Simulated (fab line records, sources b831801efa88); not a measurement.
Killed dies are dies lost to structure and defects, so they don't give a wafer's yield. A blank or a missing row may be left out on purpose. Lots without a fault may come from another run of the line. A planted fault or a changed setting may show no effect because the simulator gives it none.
fab line records | flow sky130
record lots=6 wafers=18 last_day=50
route steps=708 shown METAL5@669 PASSIVATION@681 PAD_OPEN@694
lots that met no fault: from a run of the same line without faults
start_h: hours from the record's first day to the start of the lot's first wafer shown | wait_h: hours since the lot's step before | " the same as in the row above | L1.1+2: a row that stands for several wafers | - no value, or no start given | * or withheld: withheld | < > ~ a bound
route shown NAME@n: a module of which the file shows steps, and the number in the route of the first | usual: mean/standard deviation of fault-free wafers | same: alike in all rows | chamber/n: place in a boat | sites: the reading at each site | _std_site: their standard deviation | _edge_site: outer sites' mean less inner sites' | radius_mm: how far each site lies from the wafer's centre | mask NAME#n: copy n | behind: the tool/chamber that last shaped the wafer | hold: why the lot was held/for how many hours/how that ended | device: the transistor (n, p or np) that didn't switch | end of line: the same wafers' tests at the end of the route | a step without rows: its recipe alone | killed: dies lost to structure and defects at the first sort, not the wafer's yield | map: a wafer's dies, x killed, . not, _ none there
set.NAME: the setting as run; set.NAME@STEP: as run at that earlier step | model.NAME: the simulator's own value behind a step, which no gauge read
lots at some steps of the route; a table a step, a row a wafer
services: from which hour (start_h, from the record's first day; less than 0 if before it) a tool's chamber was out of use, for how many hours, and why
## steps
# step SKY_METAL5_HMDS_08
# recipe prime_time_s=60 prime_temp_c=120
# step SKY_METAL5_COAT_09
# recipe resist=NOVOLAK spin_rpm=3000 resist_thk_nm=1800
# step SKY_METAL5_SOFTBAKE_10
# recipe temp_c=90 time_s=60 resist=NOVOLAK
# step SKY_METAL5_EXPOSE_11
# recipe mask_id=MM5 na=0.6 source_shape=conventional sigma_outer=0.6 polarization=unpolarized target_cd_nm=1600 dose_mj=190
# step SKY_METAL5_PEB_12
# recipe temp_c=withheld time_s=* resist=NOVOLAK
# step SKY_METAL5_DEVELOP_13
# recipe resist=NOVOLAK developer=TMAH develop_time_s=60 dev_temp_c=23
# step SKY_METAL5_DESCUM_14
# recipe chemistry=O2 source_power_w=150 bias_power_w=0 pressure_mtorr=10 temp_c=40 time_s=11
# usual drypump_motor_current_A=5.7/0.34 oes_product_au=0.997/0.013
# same time_s=11
# columns lot.wafer tool chamber start_h wait_h drypump_motor_current_A oes_product_au rf_hours_counter_h
L273.3 rie_metal-03 0 1019.44 0.1 5.7 1.017 -
L273.4 " 1 " " 6.1 0.997 -
L273.5 " 1 " " 6.1 0.989 -
L280.1 rie_metal-02 1 1090.11 0.1 5.4 0.976 16
L280.2 " 0 " " 5.5 0.980 23
L280.3 " 1 " " 5.4 0.974 -
L283.3 rie_metal-03 0 1091.89 0.1 5.7 0.983 -
L283.4 " 1 " " 6.0 0.987 -
L283.6 " 1 " " 6.0 0.992 -
L287.1 rie_metal-03 1 1104.90 0.1 6.0 0.999 22
L287.4 " 0 " " 5.7 0.991 -
L287.5 " 0 " " 5.7 1.002 -
L289.1 rie_metal-04 1 1122.11 0.1 6.3 1.024 14
L289.4 " 1 " " 6.3 1.031 -
L289.6 " 1 " " 6.3 1.028 -
L295.1 rie_metal-04 1 1159.96 0.1 6.3 1.013 16
L295.3 " 0 " " 5.3 0.992 -
L295.6 " 0 " " 5.3 0.996 -
# step SKY_METAL5_METAL_ETCH_15
# recipe target_depth_a=12600 stop_on=SiO2 over_etch_frac=0.2 time_s=252 chemistry=Cl2/BCl3 resist_sidewall_deg=86 pressure_mtorr=10 icp_w=931.6 bias_w=48.5 Cl2_flow_sccm=60 bcl3_flow_sccm=30
# usual drypump_motor_current_A=5.7/0.34 oes_product_au=0.895/0.0052 throttle_valve_pct=22.265/0.0091
# same time_s=252
# columns lot.wafer tool chamber start_h wait_h drypump_motor_current_A oes_product_au rf_hours_counter_h throttle_valve_pct
L273.3 rie_metal-03 0 1019.54 0.1 5.8 0.899 - 22.271
L273.4 " 1 " " 6.0 0.895 - 22.257
L273.5 " 1 " " 6.0 0.897 - 22.277
L280.1 rie_metal-02 1 1090.15 0.0 5.4 0.890 16 22.271
L280.2 " 0 " " 5.6 0.898 23 22.261
L280.3 " 1 " " 5.4 0.901 - 22.270
L283.3 rie_metal-03 0 1091.99 0.1 5.7 0.908 - 22.257
L283.4 " 1 " " 6.0 0.884 - 22.262
L283.6 " 1 " " 6.0 0.900 - 22.272
L287.1 rie_metal-03 1 1104.93 0.0 6.0 0.899 22 22.259
L287.4 " 0 " " 5.7 0.897 - 22.264
L287.5 " 0 " " 5.7 0.891 - 22.258
L289.1 rie_metal-04 1 1122.14 0.0 6.3 0.896 14 22.272
L289.4 " 1 " " 6.3 0.894 - 22.256
L289.6 " 1 " " 6.3 0.896 - 22.270
L295.1 rie_metal-04 1 1159.99 0.0 6.2 0.888 16 22.267
L295.3 " 0 " " 5.3 0.895 - 22.249
L295.6 " 0 " " 5.3 0.892 - 22.270
# step SKY_METAL5_STRIP_16
# recipe chemistry=O2/N2 power_w=1400 pressure_mtorr=1500 platen_temp_c=withheld o2_flow_sccm=3000 n2_flow_sccm=300 overash_fraction=0.5
# usual drypump_motor_current_A=5.6/0.34 o2_flow_sccm=3001/8.9 oes_product_au=0.710/0.0046 strip_time_to_endpoint_s=12.84/0.15
# same overash_fraction=0.5
# columns lot.wafer tool chamber start_h wait_h drypump_motor_current_A o2_flow_sccm oes_product_au rf_hours_counter_h strip_time_to_endpoint_s
L273.3 plasma_asher-04 1 1019.73 0.1 6.1 3010 0.709 - 12.78
L273.4 " 0 " " 5.8 3001 0.713 - 12.88
L273.5 " 0 " " 5.8 3000 0.709 - 12.82
L280.1 plasma_asher-03 1 1090.46 0.2 5.2 3003 0.704 34 12.95
L280.2 " 0 " " 5.6 2997 0.710 34 12.91
L280.3 " 0 " " 5.7 2991 0.709 - 12.95
L283.3 plasma_asher-04 1 1092.18 0.1 6.1 2999 0.713 - 12.91
L283.4 " 0 " " 5.8 3005 0.700 - 12.89
L283.6 " 0 " " 5.8 3013 0.715 - 12.89
L287.1 plasma_asher-03 0 1105.17 0.2 5.7 3001 0.714 36 12.77
L287.4 " 1 " " 5.2 2997 0.717 - 12.79
L287.5 " 1 " " 5.1 2999 0.716 - 12.78
L289.1 plasma_asher-03 1 1122.37 0.2 5.1 3007 0.712 37 12.55
L289.4 " 0 " " 5.7 3007 0.720 - 12.49
L289.6 " 0 " " 5.7 2992 0.708 - 12.69
L295.1 plasma_asher-02 0 1160.23 0.2 5.4 3014 0.714 105 12.59
L295.3 " 0 " " 5.4 3025 0.715 - 12.87
L295.6 " 0 " " 5.4 3004 0.719 - 12.73
# step SKY_METAL5_STRIP_17
# recipe chemistry=post_etch_residue_remover time_s=1200 temp_c=72.5
# step SKY_METAL5_CLEAN_18
# recipe chemistry=IPA time_s=180 temp_c=25
# step SKY_METAL5_CLEAN_19
# recipe chemistry=O3/DIW dry=n2_spin
# step SKY_PASSIVATION_CVD_00
# recipe material=SiO2 target_thk_nm=90 temp_c=400 time_s=withheld rf_w=600
# usual heater_power_w=636/82
# columns lot.wafer tool chamber start_h wait_h heater_power_w model.SiO2_of_PASSIVATION_CVD_00.thk_nm
L273.3 pecvd-04 1 1020.33 0.0 652 89.47
L273.4 " 0 " " 628 91.64
L273.5 " 1 " " 655 90.41
L280.1 pecvd-02 1 1091.06 0.0 583 89.47
L280.2 " 2 " " 634 90.07
L280.3 " 0 " " 584 55.01
L283.3 pecvd-02 1 1092.74 0.0 513 88.6
L283.4 " 0 " " 626 55.62
L283.6 " 2 " " 665 90.61
L287.1 pecvd-03 2 1105.76 0.0 731 89.48
L287.4 " 1 " " 562 91.18
L287.5 " 2 " " 753 90.82
L289.1 pecvd-04 0 1122.99 0.0 627 90.19
L289.4 " 0 " " 638 91.17
L289.6 " 2 " " 644 92.13
L295.1 pecvd-02 2 1160.82 0.0 598 89.82
L295.3 " 2 " " 602 90.33
L295.6 " 2 " " 601 90.6
# step SKY_PASSIVATION_THK_MEAS_01
# recipe reads=SiO2_of_PASSIVATION_CVD_00
# usual PASSIVATION_CVD_00_THK=90.5/1
# columns lot.wafer tool chamber start_h wait_h PASSIVATION_CVD_00_THK[nm]
L273.3 film_metro-01 - 1020.37 - 89.5
L273.4 " - " " 91.6
L273.5 " - " " 90.4
L280.1 film_metro-02 - 1091.08 - 89.5
L280.2 " - " " 90.0
L280.3 " - " " 55.0
L283.3 film_metro-02 - 1092.79 - 88.6
L283.4 " - " " 55.6
L283.6 " - " " 90.7
L287.1 film_metro-01 - 1105.78 - 89.5
L287.4 " - " " 91.2
L287.5 " - " " 90.8
L289.1 film_metro-03 - 1123.01 - 90.3
L289.4 " - " " 91.2
L289.6 " - " " 92.2
L295.1 film_metro-02 - 1160.85 - 89.8
L295.3 " - " " 90.3
L295.6 " - " " 90.6
# step SKY_PASSIVATION_CVD_02
# recipe material=Si3N4 target_thk_nm=540 temp_c=400 time_s=withheld rf_w=444.8
# step SKY_PASSIVATION_THK_MEAS_03
# recipe reads=Si3N4_of_PASSIVATION_CVD_02
# usual PASSIVATION_CVD_02_THK=539/7.9
# columns lot.wafer tool chamber start_h wait_h PASSIVATION_CVD_02_THK[nm]
L273.3 film_metro-02 - 1020.66 - 538
L273.4 " - " " 540
L273.5 " - " " 537
L280.1 film_metro-03 - 1091.36 - 546
L280.2 " - " " 543
L280.3 " - " " 543
L283.3 film_metro-01 - 1093.07 - 532
L283.4 " - " " 543
L283.6 " - " " 541
L287.1 film_metro-01 - 1106.07 - 531
L287.4 " - " " 539
L287.5 " - " " 539
L289.1 film_metro-03 - 1123.30 - 544
L289.4 " - " " 544
L289.6 " - " " 548
L295.1 film_metro-01 - 1161.13 - 528
L295.3 " - " " 523
L295.6 " - " " 531
# step SKY_PASSIVATION_DEHYDRATE_04
# recipe temp_c=200 time_s=60
# step SKY_PASSIVATION_HMDS_05
# recipe prime_time_s=60 prime_temp_c=120
# step SKY_PASSIVATION_COAT_06
# recipe spin_rpm=2000 resist_thk_nm=3000
# step SKY_PASSIVATION_SOFTBAKE_07
# recipe temp_c=110 time_s=withheld
# step SKY_PASSIVATION_EXPOSE_08
# recipe mask_id=NSM target_cd_nm=3000 na=0.57 dose_mj=260
# step SKY_PASSIVATION_PEB_09
# recipe temp_c=115 time_s=withheld
# step SKY_PASSIVATION_DEVELOP_10
# recipe develop_time_s=60 dev_temp_c=23
# step SKY_PASSIVATION_ETCH_11
# recipe chemistry=CF4/O2 target_depth_nm=725 stop_on=AlCu source_w=800 bias_w=150 pressure_mtorr=150 cf4_flow_sccm=80 O2_flow_sccm=10 time_s=161.1
# usual drypump_motor_current_A=5.4/0.43 oes_product_au=0.978/0.0075 throttle_valve_pct=5.963/0.0098
# same time_s=161.1
# columns lot.wafer tool chamber start_h wait_h drypump_motor_current_A oes_product_au rf_hours_counter_h throttle_valve_pct model.etch.depth_nm model.PASSIVATION.feature_depth_nm
L273.3 rie_diel-03 2 1042.58 - 5.3 0.981 11 5.977 699.3 699.3
L273.4 " 1 " " 5.0 0.979 18 5.959 705 705
L273.5 " 1 " " 5.1 0.975 - 5.985 701.5 701.5
L280.1 rie_diel-04 2 1110.75 - 6.2 0.982 20 5.966 707.8 707.8
L280.2 " 3 " " 5.1 0.986 20 5.965 706.9 706.9
L280.3 " 0 " " 4.8 0.950 21 5.957 673.5 673.5
L283.3 rie_diel-03 3 1112.25 - 5.9 0.974 22 5.961 697.1 697.1
L283.4 " 3 " " 5.9 0.957 - 5.954 673.8 673.8
L283.6 " 2 " " 5.3 0.979 - 5.958 705.4 705.4
L287.1 rie_diel-02 0 1125.56 - 5.3 0.979 8 5.968 695 695
L287.4 " 2 " " 5.6 0.987 9 5.967 704.9 704.9
L287.5 " 3 " " 4.8 0.975 - 5.983 703.8 703.8
L289.1 rie_diel-03 2 1141.85 - 5.3 0.986 14 5.964 708.2 708.2
L289.4 " 0 " " 5.3 0.982 1 5.955 710.2 710.2
L289.6 " 2 " " 5.3 0.986 - 5.956 715 715
L295.1 rie_diel-03 2 1177.98 - 5.3 0.971 15 5.948 690.9 690.9
L295.3 " 1 " " 5.1 0.966 22 5.967 687.7 687.7
L295.6 " 0 " " 5.2 0.979 - 5.963 694.6 694.6
# step SKY_PASSIVATION_STRIP_12
# recipe chemistry=O2/N2 power_w=1400 pressure_mtorr=1500 platen_temp_c=withheld overash_fraction=0.7 o2_flow_sccm=3000 n2_flow_sccm=300
# usual drypump_motor_current_A=5.5/0.38 o2_flow_sccm=3000/9.3 oes_product_au=0.660/0.0046 strip_time_to_endpoint_s=31.46/0.14
# same overash_fraction=0.7
# columns lot.wafer tool chamber start_h wait_h drypump_motor_current_A o2_flow_sccm oes_product_au rf_hours_counter_h strip_time_to_endpoint_s
L273.3 plasma_asher-02 1 1042.72 0.1 5.2 3003 0.662 - 31.37
L273.4 " 0 " " 5.4 3006 0.661 - 31.51
L273.5 " 1 " " 5.2 3014 0.668 - 31.70
L280.1 plasma_asher-04 1 1110.86 0.1 6.1 3006 0.666 67 31.29
L280.2 " 0 " " 5.8 2983 0.668 67 31.24
L280.3 " 0 " " 5.8 2995 0.661 - 31.36
L283.3 plasma_asher-02 0 1112.39 0.1 5.4 3003 0.662 - 31.39
L283.4 " 1 " " 5.2 2999 0.661 - 31.48
L283.6 " 0 " " 5.4 3007 0.659 - 31.38
L287.1 plasma_asher-02 0 1125.66 0.1 5.4 2995 0.661 101 31.34
L287.4 " 1 " " 5.2 2983 0.666 - 31.32
L287.5 " 0 " " 5.4 2993 0.665 - 31.43
L289.1 plasma_asher-04 0 1141.96 0.1 5.8 2995 0.654 70 31.39
L289.4 " 1 " " 6.1 3011 0.659 - 31.29
L289.6 " 0 " " 5.8 2986 0.659 - 31.38
L295.1 plasma_asher-01 1 1178.09 0.1 4.9 2986 0.663 11 31.46
L295.3 " 0 " " 5.6 2994 0.659 - 31.55
L295.6 " 0 " " 5.6 3004 0.655 - 31.40
# step SKY_PAD_OPEN_DEHYDRATE_00
# recipe temp_c=200 time_s=60
# step SKY_PAD_OPEN_HMDS_01
# recipe prime_time_s=60 prime_temp_c=120
# step SKY_PAD_OPEN_COAT_02
# recipe spin_rpm=2000 resist_thk_nm=3000
# step SKY_PAD_OPEN_SOFTBAKE_03
# recipe temp_c=110 time_s=withheld
# step SKY_PAD_OPEN_EXPOSE_04
# recipe mask_id=PDM target_cd_nm=60000 na=0.57 dose_mj=260
# step SKY_PAD_OPEN_PEB_05
# recipe temp_c=115 time_s=withheld
# step SKY_PAD_OPEN_DEVELOP_06
# recipe develop_time_s=60 dev_temp_c=23
# step SKY_PAD_OPEN_ETCH_07
# recipe chemistry=CF4/O2 target_depth_nm=725 stop_on=AlCu source_w=800 bias_w=150 pressure_mtorr=150 cf4_flow_sccm=80 O2_flow_sccm=10 time_s=161.1
# usual drypump_motor_current_A=5.5/0.5 oes_product_au=0.977/0.0072 throttle_valve_pct=5.965/0.01
# same time_s=161.1
# columns lot.wafer tool chamber start_h wait_h drypump_motor_current_A oes_product_au rf_hours_counter_h throttle_valve_pct model.etch.depth_nm model.PAD_OPEN.feature_depth_nm
L273.3 rie_diel-01 1 1064.75 - 5.6 0.985 6 5.976 699.3 699.3
L273.4 " 3 " " 6.6 0.986 12 5.966 705 705
L273.5 " 3 " " 6.6 0.974 - 5.960 701.5 701.5
L280.1 rie_diel-03 3 1131.45 - 5.9 0.982 23 5.980 707.8 707.8
L280.2 " 0 " " 5.2 0.975 0 5.976 706.9 706.9
L280.3 " 1 " " 5.0 0.954 21 5.951 673.5 673.5
L283.3 rie_diel-04 1 1131.60 - 5.6 0.973 19 5.964 697.1 697.1
L283.4 " 3 " " 5.1 0.957 21 5.953 673.8 673.8
L283.6 " 0 " " 4.8 0.976 - 5.956 705.4 705.4
L287.1 rie_diel-04 3 1144.25 - 5.1 0.976 22 5.970 695 695
L287.4 " 2 " " 6.1 0.981 21 5.970 704.9 704.9
L287.5 " 3 " " 5.1 0.980 - 5.965 703.8 703.8
L289.1 rie_diel-01 2 1159.15 - 5.8 0.977 19 5.952 708.2 708.2
L289.4 " 1 " " 5.6 0.983 9 5.970 710.2 710.2
L289.6 " 1 " " 5.6 0.984 - 5.964 715 715
L295.1 rie_diel-04 1 1194.61 - 5.6 0.964 22 5.958 690.9 690.9
L295.3 " 0 " " 4.8 0.974 25 5.956 687.7 687.7
L295.6 " 2 " " 6.2 0.977 - 5.996 694.6 694.6
# step SKY_PAD_OPEN_STRIP_08
# recipe chemistry=O2/N2 power_w=1400 pressure_mtorr=1500 platen_temp_c=withheld overash_fraction=0.7 o2_flow_sccm=3000 n2_flow_sccm=300
# usual drypump_motor_current_A=5.5/0.39 o2_flow_sccm=3001/10 oes_product_au=0.663/0.0045 strip_time_to_endpoint_s=37.04/0.11
# same overash_fraction=0.7
# columns lot.wafer tool chamber start_h wait_h drypump_motor_current_A o2_flow_sccm oes_product_au rf_hours_counter_h strip_time_to_endpoint_s
L273.3 plasma_asher-04 0 1064.89 0.1 5.9 3015 0.656 - 37.12
L273.4 " 1 " " 6.1 3028 0.664 - 37.13
L273.5 " 1 " " 6.1 3013 0.663 - 36.94
L280.1 plasma_asher-03 0 1131.56 0.1 5.6 2983 0.667 38 37.24
L280.2 " 1 " " 5.2 3017 0.664 38 37.20
L280.3 " 1 " " 5.2 3009 0.666 - 37.21
L283.3 plasma_asher-01 0 1131.74 0.1 5.6 2992 0.678 - 36.94
L283.4 " 1 " " 4.9 3007 0.662 - 37.08
L283.6 " 0 " " 5.6 2988 0.663 - 36.98
L287.1 plasma_asher-04 0 1144.36 0.1 5.8 2992 0.667 71 37.01
L287.4 " 0 " " 5.8 2981 0.657 - 36.97
L287.5 " 1 " " 6.1 3010 0.665 - 36.99
L289.1 plasma_asher-03 0 1159.26 0.1 5.7 2998 0.661 40 37.04
L289.4 " 1 " " 5.2 2994 0.662 - 36.88
L289.6 " 1 " " 5.2 3003 0.657 - 36.95
L295.1 plasma_asher-03 1 1194.71 0.1 5.1 3007 0.662 43 37.00
L295.3 " 0 " " 5.7 2997 0.675 - 36.86
L295.6 " 0 " " 5.7 3000 0.668 - 37.05
# step SKY_PAD_OPEN_PROBE_99
# usual defect_limited_yield=82.5/2 killed_at_M0_to_M3=44/7.1 killed_at_M4_up=3.1/1.8 killed_at_contacts=24/5.3 killed_at_front_end=15/4.5 killed_at_other=0.2/0.42 killed_dies=86/9.6 killed_open=46/6.9 killed_short=40/6.4 sort_bin_3_pad_short=0.8/0.36 sort_bin_5_function=10.3/1.3 sort_bin_6_memory=6.4/1.2 sort_n_pass=406/9.6 sort_yield_pct=82.5/2
# same gross_dies=492 killed_at_back_side=0 sort_bin_4_leakage[%]=0 sort_bin_8_speed[%]=0
# columns lot.wafer tool chamber start_h wait_h defect_limited_yield[%] killed_at_M0_to_M3 killed_at_M4_up killed_at_contacts killed_at_front_end killed_at_other killed_dies killed_open killed_short sort_bin_3_pad_short[%] sort_bin_5_function[%] sort_bin_6_memory[%] sort_n_pass sort_yield_pct[%]
L280.1 prober-02 - 1133.78 0.1 84.6 37 3 21 15 0 76 42 34 0.4 7.7 7.3 416 84.6
L280.2 prober-02 - 1133.83 0.1 82.3 41 4 20 21 1 87 46 41 1.2 11.0 5.5 405 82.3
L280.3 prober-02 - 1133.88 0.2 80.5 45 6 22 23 0 96 55 41 0.8 13.4 5.3 396 80.5
L283.3 prober-01 - 1134.51 0.2 86.6 32 2 22 10 0 66 43 23 0.6 7.9 4.9 426 86.6
L283.4 prober-01 - 1134.56 0.2 81.1 48 1 26 17 1 93 40 53 1.2 9.8 7.9 399 81.1
L283.6 prober-01 - 1134.66 0.2 83.7 42 1 25 12 0 80 47 33 1.2 9.3 5.7 412 83.7
L287.1 prober-02 - 1146.93 0.1 83.3 32 4 33 13 0 82 41 41 0.6 10.6 5.5 410 83.3
L287.4 prober-02 - 1147.08 0.2 84.1 42 3 19 14 0 78 42 36 0.6 10.4 4.9 414 84.1
L287.5 prober-02 - 1147.13 0.2 85.2 36 3 22 12 0 73 40 33 1.0 8.5 5.3 419 85.2
L289.1 prober-01 - 1161.47 0.1 78.9 61 2 28 12 1 104 58 46 1.0 12.6 7.5 388 78.9
L289.4 prober-01 - 1161.62 0.2 82.3 41 1 31 14 0 87 53 34 0.6 12.0 5.1 405 82.3
L289.6 prober-01 - 1161.72 0.2 81.3 44 3 26 19 0 92 42 50 1.8 9.6 7.3 400 81.3
# killed by level:class
L280.1 CONTACT:geometric_particle:open=9 FIELD_ISO:geometric_particle:open=6 METAL1:geometric_particle:short=5 VIA1:geometric_particle:open=5 VIA3:geometric_particle:short=5 VIA3:geometric_particle:open=5 LI_CONTACT:geometric_particle:short=4 CONTACT:geometric_particle:short=4
L280.2 VIA1:geometric_particle:open=10 CONTACT:geometric_particle:open=8 METAL1:geometric_particle:short=8 POLY_GATE:geometric_particle:short=7 POLY_GATE:geometric_particle:open=7 METAL2:geometric_particle:short=6 VIA3:geometric_particle:open=4 LI_CONTACT:geometric_particle:open=4
L280.3 LI_CONTACT:geometric_particle:open=10 VIA1:geometric_particle:open=10 POLY_GATE:geometric_particle:open=9 VIA3:geometric_particle:open=6 METAL4:geometric_particle:short=6 CONTACT:geometric_particle:open=5 METAL2:geometric_particle:short=5 VIA1:geometric_particle:short=5
L283.3 LI_CONTACT:geometric_particle:open=9 CONTACT:geometric_particle:open=7 VIA1:geometric_particle:open=7 VIA2:geometric_particle:open=6 CONTACT:geometric_particle:short=5 POLY_GATE:geometric_particle:open=4 METAL1:geometric_particle:short=3 VIA1:geometric_particle:short=3
L283.4 CONTACT:geometric_particle:short=10 CONTACT:geometric_particle:open=8 VIA1:geometric_particle:short=8 FIELD_ISO:geometric_particle:open=7 VIA3:geometric_particle:open=7 METAL1:geometric_particle:short=7 VIA1:geometric_particle:open=7 LOCAL_INTERCONNECT:geometric_particle:short=6
L283.6 LI_CONTACT:geometric_particle:open=12 METAL1:geometric_particle:short=9 VIA1:geometric_particle:open=7 CONTACT:geometric_particle:open=5 VIA3:geometric_particle:open=5 CONTACT:geometric_particle:short=4 METAL2:geometric_particle:short=4 VIA2:geometric_particle:open=4
L287.1 CONTACT:geometric_particle:open=12 CONTACT:geometric_particle:short=9 VIA1:geometric_particle:open=7 METAL2:geometric_particle:short=6 LI_CONTACT:geometric_particle:open=6 POLY_GATE:geometric_particle:open=4 LOCAL_INTERCONNECT:geometric_particle:short=4 METAL1:geometric_particle:short=4
L287.4 VIA2:geometric_particle:open=10 VIA1:geometric_particle:open=9 FIELD_ISO:geometric_particle:short=7 CONTACT:geometric_particle:open=7 VIA1:geometric_particle:short=6 VIA3:geometric_particle:short=4 CONTACT:geometric_particle:short=4 METAL2:geometric_particle:short=4
L287.5 METAL2:geometric_particle:short=8 CONTACT:geometric_particle:open=8 VIA1:geometric_particle:open=7 FIELD_ISO:geometric_particle:open=5 LI_CONTACT:geometric_particle:open=5 CONTACT:geometric_particle:short=5 VIA3:geometric_particle:open=5 VIA2:geometric_particle:open=4
L289.1 VIA1:geometric_particle:open=17 CONTACT:geometric_particle:open=10 VIA1:geometric_particle:short=9 LI_CONTACT:geometric_particle:open=8 CONTACT:geometric_particle:short=7 METAL2:geometric_particle:short=7 VIA3:geometric_particle:open=7 VIA2:geometric_particle:open=6
L289.4 LI_CONTACT:geometric_particle:open=11 CONTACT:geometric_particle:open=11 VIA1:geometric_particle:open=8 FIELD_ISO:geometric_particle:short=6 VIA3:geometric_particle:open=6 VIA2:geometric_particle:open=6 METAL1:geometric_particle:short=5 VIA1:geometric_particle:short=5
L289.6 CONTACT:geometric_particle:short=10 VIA1:geometric_particle:short=8 VIA2:geometric_particle:open=8 CONTACT:geometric_particle:open=7 METAL1:geometric_particle:short=7 VIA1:geometric_particle:open=7 FIELD_ISO:geometric_particle:short=5 LI_CONTACT:geometric_particle:open=5
## services
# columns tool chamber start_h hours kind
rie_diel-01 3 1008.91 8.8 repair
rie_diel-03 0 1010.08 10.3 repair
pecvd-04 1 1020.54 2.9 repair
rie_diel-02 1 1023.81 4.2 repair
rie_metal-04 0 1053.67 6.0 repair
rie_diel-03 1 1053.82 5.6 repair
plasma_asher-01 - 1055.25 9.0 pm
rie_diel-04 - 1056.82 0.3 repair
plasma_asher-03 - 1058.10 1.0 repair
pecvd-04 0 1062.22 6.9 repair
rie_diel-03 - 1066.02 1.9 repair
pecvd-02 - 1076.88 2.8 repair
rie_metal-04 - 1080.39 10.0 pm
plasma_asher-02 - 1096.75 3.7 repair
rie_diel-04 2 1103.34 3.6 repair
rie_metal-02 - 1105.22 2.8 pm
pecvd-02 - 1116.13 0.6 repair
rie_diel-04 1 1121.34 2.6 repair
rie_diel-04 1 1128.37 3.1 repair
plasma_asher-03 - 1135.66 11.2 pm
pecvd-02 - 1144.12 2.8 pm
rie_metal-04 - 1145.32 4.3 pm
rie_diel-04 2 1159.09 9.4 repair
pecvd-02 - 1163.70 12.6 repair
## key
first_sign step=SKY_PASSIVATION_THK_MEAS_01 reading=PASSIVATION_CVD_00_THK direction=down sigmas=34 usual=90.5 struck=55.3
effect step=SKY_PASSIVATION_ETCH_11 reading=oes_product_au direction=down sigmas=3.2 usual=0.978 struck=0.954
effect step=SKY_PAD_OPEN_ETCH_07 reading=oes_product_au direction=down sigmas=3.1 usual=0.977 struck=0.955
model_effect step=SKY_PASSIVATION_CVD_00 value=SiO2_of_PASSIVATION_CVD_00.thk_nm without=90 struck=55.32
model_effect step=SKY_PASSIVATION_ETCH_11 value=etch.depth_nm without=708.3 struck=673.6
model_effect step=SKY_PAD_OPEN_ETCH_07 value=etch.depth_nm without=708.3 struck=673.6
met_at SKY_PASSIVATION_CVD_00
struck_wafers L280.3,L283.4
fault kind=process_parameter_drift tool=pecvd-02 chamber=0 onset_h=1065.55 steps=SKY_PASSIVATION_CVD_00 channel=target_thk_nm offset=-34.689 shape=step end_h=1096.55 acts_in=these_recipes_only stated=90
